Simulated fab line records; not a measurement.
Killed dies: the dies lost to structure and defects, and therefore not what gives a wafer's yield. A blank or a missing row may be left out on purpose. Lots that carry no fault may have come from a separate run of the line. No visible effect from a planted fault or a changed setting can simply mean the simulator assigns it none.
The same fault as seen by 2 desks | flow sfq line | what lay behind the numbers comes last; until then each desk has only its own

## AT THE TOOL OWNER'S DESK: rie metal-03
The tool's own readings at SFQ_TRILAYER_M3_ETCH_METAL_ETCH_078 (etches Nb in Cl2/Ar, stops on SiO2, target depth 240 nm, time 120 s): means of the sampled wafers that have a number, for each lot that ran on this tool. Marked OUT: a lot whose mean sits more than 4 standard deviations from the usual mean, which makes it out of limits; the brackets give that distance.
Columns: A = drypump motor current A at SFQ_TRILAYER_M3_ETCH_METAL_ETCH_078, usual 5.3 A; B = oes product au at SFQ_TRILAYER_M3_ETCH_METAL_ETCH_078, usual 0.894 a.u.; C = rf fwd power W at SFQ_TRILAYER_M3_ETCH_METAL_ETCH_078, usual 597.0 W
lot  | first seen here | A   | B     | C
L888 | day 27 12:53    | 5.1 | 0.889 | 596.7
L893 | day 35 20:19    | 5.1 | 0.898 | 499.4 (-51) OUT
L895 | day 37 01:17    | 5.0 | 0.887 | 501.9 (-50) OUT
L907 | day 41 00:08    | 5.7 | 0.884 | 598.9
This desk's verdict: out of limits on L893, L895, starting with L893 at day 35 20:19 (rf fwd power W at SFQ_TRILAYER_M3_ETCH_METAL_ETCH_078). In limits: L888, L907.

## FROM THE METROLOGY DESK
What the gauges read, lot by lot, whatever tool the lot ran on: means of the sampled wafers that have a number. Marked OUT: a lot whose mean sits more than 4 standard deviations from the usual mean, which makes it out of limits; the brackets give that distance.
Columns: A = M3_NB_RS at SFQ_M3_RS_MEAS_919, usual 0.890 ohm/sq; B = M3_OVL at SFQ_M3_OVL_MEAS_921, usual -1 nm
lot  | first seen here | A     | B
L888 | day 27 08:41    | 0.904 | -6
L893 | day 29 15:50    | 0.882 | -4
L895 | day 30 16:36    | 0.900 | 5
L902 | day 32 20:53    | 0.891 | -1
L906 | day 34 09:01    | 0.893 | -5
L907 | day 34 20:06    | 0.899 | -0
Finding of this desk: none of the 6 lots has anything out of limits.

## PUT TOGETHER
The tool owner's desk could have raised an alarm at day 35 20:19, on L893, L895.
From the metrology desk's view, nothing was out of limits.
The metrology desk holds a record of L893, L895, inside its limits.
On rie metal-03, each named lot ran SFQ_TRILAYER_M3_ETCH_METAL_ETCH_078.

## WHAT THE SIMULATOR HAD INSERTED
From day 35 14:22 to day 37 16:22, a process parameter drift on rie metal-03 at SFQ_TRILAYER_M3_ETCH_METAL_ETCH_078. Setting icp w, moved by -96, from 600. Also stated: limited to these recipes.
Lots struck among those shown: L893, L895.
Time in hours from fault onset to the first out-of-limits reading at each desk: the tool owner's desk, 6.
